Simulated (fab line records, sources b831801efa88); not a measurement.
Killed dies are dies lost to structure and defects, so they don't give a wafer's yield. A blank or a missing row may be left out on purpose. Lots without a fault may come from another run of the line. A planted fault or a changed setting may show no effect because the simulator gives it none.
A struck lot beside a sound one | flow sky130 | 17 steps out of a route of 708
Sound: wafers L215.1, L215.3, L215.5. Struck: wafers L226.2, L226.3, L226.6. The cause comes at the end.
At each step with rows: each side's tool, then ch and its chambers, then its first start. Under that, the readings that differ: sound wafers | struck wafers | difference of the means | sigmas: that difference in standard deviations of wafers without a fault.
alike: readings whose means differ by less than 2 such deviations, and words and numbers that are the same on both sides. not compared: withheld readings, readings that some wafer has no value for, bounds like >300 that may hide the same value, and numbers for which the record gives no deviation and whose values overlap.
The two part at a step that has a row with sigmas, a row that says differs or no value, or rows on one side only. Numbers that don't overlap but have no deviation are shown without sigmas and don't part them. A reading that every wafer of one side lacks parts them only if that side has two wafers or more.

SKY_VIA1_CMP_02: polishes SiO2.
  sound on cmp-01 ch 0,1,2, day 33 23:38; struck on cmp-02 ch 1,2, day 38 17:44
  alike: motor_current_A, slurry_flow_ml_min
SKY_VIA1_BOW_MEAS_03:
  sound on film_metro-01, day 33 23:56; struck on film_metro-02, day 38 18:03
  alike: VIA1_BOW
then, 8 steps without rows for these wafers: SKY_VIA1_DEHYDRATE_04 (time 60 s); SKY_VIA1_HMDS_05 (prime time 60 s); SKY_VIA1_COAT_06 (resist thk 60 nm); SKY_VIA1_COAT_07 (resist thk 450 nm); SKY_VIA1_SOFTBAKE_08 (time 90 s); SKY_VIA1_EXPOSE_09 (exposes mask VIM, target cd 150 nm); SKY_VIA1_PEB_10; SKY_VIA1_DEVELOP_11 (develop time 60 s).
SKY_VIA1_CD_MEAS_12: target cd 150 nm.
  sound on cd_sem-01, day 35 01:53; struck on cd_sem-01, day 39 18:20
  alike: cd_nm
SKY_VIA1_OVL_MEAS_13:
  sound on overlay-02, day 35 02:01; struck on overlay-02, day 39 18:27
  alike: VIA1_OVL
SKY_VIA1_ETCH_14: etches BARC in N2/H2, stops on SiO2, time 45.9 s, target depth 60 nm.
  sound on rie_diel-01 ch 1,2, day 35 02:03; struck on rie_diel-01 ch 0,1,2, day 39 18:29
  reading                                     | sound             | struck            | difference | sigmas
  rf_fwd_power_W (W)                          | 494.3 496.0 494.6 | 574.7 573.6 571.2 | +78.2      | +36
  model.KrF-thick_of_VIA1_COAT_07.thk_nm (nm) | 391.9 392.9 391.8 | 384.5 387.6 384.4 | -6.7       |
  alike: chamber_pressure_mTorr, drypump_motor_current_A, n2_flow_sccm, oes_product_au, throttle_valve_pct
  not compared: rf_hours_counter_h
SKY_VIA1_ETCH_15: etches SiO2 in C4F8/O2/Ar, stops on TiN, target depth 351 nm, time 54 s.
  sound on rie_diel-01 ch 1,2, day 35 02:05; struck on rie_diel-01 ch 0,1,2, day 39 18:31
  reading                                     | sound             | struck            | difference | sigmas
  model.KrF-thick_of_VIA1_COAT_07.thk_nm (nm) | 321.3 323.1 321.7 | 313.6 317.1 313.1 | -7.4       |
  alike: chamber_pressure_mTorr, oes_product_au, rf_fwd_power_W
  not compared: rf_hours_counter_h
SKY_VIA1_STRIP_16: strips in O2/N2.
  sound on plasma_asher-03 ch 0,1, day 35 02:08; struck on plasma_asher-01 ch 1, day 39 18:34
  reading                      | sound             | struck            | difference | sigmas
  strip_time_to_endpoint_s (s) | 4.438 4.442 4.458 | 4.374 4.411 4.348 | -0.068     | -3
  alike: chamber_pressure_mTorr, drypump_motor_current_A, n2_flow_sccm, oes_product_au
  not compared: rf_hours_counter_h
then, 1 step without rows for these wafers: SKY_VIA1_STRIP_17 (strips in post etch residue remover, time 1200 s).
-- the record jumps here: 10 days lie between the struck wafers' starts before and after (it left off in module VIA1 and takes up again in module PAD_OPEN, whose first step shown is number 708 of the route) --
SKY_PAD_OPEN_PROBE_99:
  sound on prober-01, day 46 18:08; struck on prober-02, day 50 02:20
  alike: defect_limited_yield, killed_at_M0_to_M3, killed_at_M4_up, killed_at_contacts, killed_at_front_end, killed_at_other, killed_dies, killed_open, killed_short, sort_bin_3_pad_short, sort_bin_5_function, sort_bin_6_memory, sort_n_pass, sort_yield_pct

WHERE THEY PART
First at SKY_VIA1_ETCH_14; last, within this record, at SKY_VIA1_STRIP_16. Later steps at which nothing parts them and some readings are alike: SKY_PAD_OPEN_PROBE_99.

WHY: what the simulator had put in
Process parameter drift: rie_diel-01, from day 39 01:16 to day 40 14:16, at SKY_VIA1_ETCH_14. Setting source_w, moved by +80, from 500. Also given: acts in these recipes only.
